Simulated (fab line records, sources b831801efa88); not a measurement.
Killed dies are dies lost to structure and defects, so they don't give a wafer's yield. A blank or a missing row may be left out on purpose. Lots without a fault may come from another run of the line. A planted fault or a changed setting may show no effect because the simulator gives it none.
A struck lot beside a sound one | flow sfq_line | 13 steps out of a route of 325
Sound: wafers L512.1, L512.2, L512.4. Struck: wafers L503.1, L503.3, L503.6. The cause comes at the end.
At each step with rows: each side's tool, then ch and its chambers, then its first start. Under that, the readings that differ: sound wafers | struck wafers | difference of the means | sigmas: that difference in standard deviations of wafers without a fault.
alike: readings whose means differ by less than 2 such deviations, and words and numbers that are the same on both sides. not compared: withheld readings, readings that some wafer has no value for, bounds like >300 that may hide the same value, and numbers for which the record gives no deviation and whose values overlap.
The two part at a step that has a row with sigmas, a row that says differs or no value, or rows on one side only. Numbers that don't overlap but have no deviation are shown without sigmas and don't part them. A reading that every wafer of one side lacks parts them only if that side has two wafers or more.

SFQ_I6_OVL_MEAS_942:
  sound on overlay-02, day 81 00:07; struck on overlay-02, day 77 12:55
  alike: I6_OVL
SFQ_TRILAYER_I6_VIA_BARC_OPEN_VIA_ETCH_235: etches BARC in O2, target depth 125 nm, time 41.7 s.
  sound on rie_diel-02 ch 0,1,3, day 81 00:10; struck on rie_diel-04 ch 0,1, day 77 12:57
  alike: drypump_motor_current_A, oes_product_au
  not compared: rf_hours_counter_h
SFQ_TRILAYER_I6_VIA_ETCH_VIA_ETCH_172: etches SiO2 in CHF3, stops on Nb, target depth 260 nm.
  sound on rie_diel-02 ch 0,1,3, day 81 00:12; struck on rie_diel-04 ch 0,1, day 77 12:59
  alike: drypump_motor_current_A, oes_product_au
SFQ_TRILAYER_I6_VIA_STRIP_STRIP_173: strips in O2.
  sound on rie_metal-01 ch 0,1, day 81 00:19; struck on rie_metal-01 ch 0,1, day 77 13:07
  alike: drypump_motor_current_A, oes_product_au
  not compared: rf_hours_counter_h
then, 2 steps without rows for these wafers: SFQ_TRILAYER_I6_VIA_STRIP_SOLV_CLEAN_174 (cleans in NMP, time 600 s); SFQ_TRILAYER_M7_DEP_PRE_CLEAN_176 (time 22.5 s).
SFQ_TRILAYER_M7_DEP_SPUTTER_175: material Nb, target thk 200 nm, time 133.3 s.
  sound on pvd_sputter-03, day 81 01:07; struck on pvd_sputter-06, day 77 13:55
  alike: throttle_valve_pct
SFQ_M7_RS_MEAS_943: measures by four-point-probe.
  sound on film_metro-04, day 81 01:13; struck on film_metro-04, day 77 14:00
  alike: M7_NB_RS
then, 3 steps without rows for these wafers: SFQ_TRILAYER_M7_LITHO_COAT_182 (resist thk 62 nm); SFQ_TRILAYER_M7_LITHO_COAT_177 (resist thk 600 nm); SFQ_TRILAYER_M7_LITHO_SOFTBAKE_181.
-- the record jumps here: 4 days lie between the struck wafers' starts before and after --
SFQ_TRILAYER_M7_LITHO_EXPOSE_178: exposes mask M7, target cd 500 nm.
  sound on krf_scanner-02 ch 0, day 85 08:49; struck on krf_scanner-01, day 81 11:49
  no value came back on the struck wafers for exposure_dose_mJ_cm2, focus_offset_nm (nm), stage_vel_mm_s (mm/s); on the sound wafers exposure_dose_mJ_cm2 reads 14.422 14.417 14.391
  alike: mask
then, 1 step without rows for these wafers: SFQ_TRILAYER_M7_LITHO_PEB_180 (peb time 60 s).

WHERE THEY PART
Only at SFQ_TRILAYER_M7_LITHO_EXPOSE_178, within this record.

WHY: what the simulator had put in
Skipped step whole: krf_scanner-01, from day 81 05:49 on, at SFQ_TRILAYER_M7_LITHO_EXPOSE_178. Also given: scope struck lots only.
